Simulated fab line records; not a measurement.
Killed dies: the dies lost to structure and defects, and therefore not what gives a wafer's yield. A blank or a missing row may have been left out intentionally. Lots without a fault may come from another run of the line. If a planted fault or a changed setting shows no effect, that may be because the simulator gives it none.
Chamber matching    flow sky130    SKY_POLY_CUT_ETCH_11 on rieDiel-01 has 4 sister chambers
The step etches Si3N4 in CF4/CH2F2/Ar, stops on poly-Si, time 42.5 s, target depth 60 nm. 7 wafers are shown with their chamber, then 7 later ones without.

WAFERS, EACH WITH ITS CHAMBER
wafer   chamber  drypumpMotorCurrentA (A)  oesProductAu (a.u.)
L594.4  1        5.6                       0.833
L594.5  2        5.9                       0.840
L595.1  3        5.3                       0.841
L595.3  1        5.6                       0.844
L595.4  0        5.4                       0.831
L599.3  0        5.5                       0.837
L599.5  2        5.9                       0.834

WAFERS WITHOUT THEIR CHAMBER
wafer   drypumpMotorCurrentA (A)  oesProductAu (a.u.)
L599.6  5.6                       0.841
L602.2  5.6                       0.829
L602.3  5.4                       0.824
L602.4  5.2                       0.830
L612.2  5.2                       0.838
L612.3  5.6                       0.831
L612.4  5.4                       0.837

WHICH CHAMBER EACH WENT THROUGH
wafer   from the rows above      in truth
L599.6  1                        1
L602.2  1                        1
L602.3  can't be placed: 0 or 3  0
L602.4  3                        3
L612.2  3                        3
L612.3  1                        1
L612.4  can't be placed: 0 or 3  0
Correct placement for 5 of the 7. Not placeable from these rows: 2 (in 2, the candidates include the true chamber). Wrongly placed: 0.
How it was worked out, from the rows above alone: a wafer's distance from a chamber is the root of the sum, over the readings, of the square of ((its reading less the chamber's mean) divided by the reading's scatter). If the next closest chamber is less than 2 further off than the closest, the wafer can't be placed; otherwise it belongs to the closest. The mean given for a chamber averages the wafers shown for that chamber. The scatter: take each reading less its chamber's mean, square it, sum over the shown wafers, divide by the number of wafers less the number of chambers, and take the root.
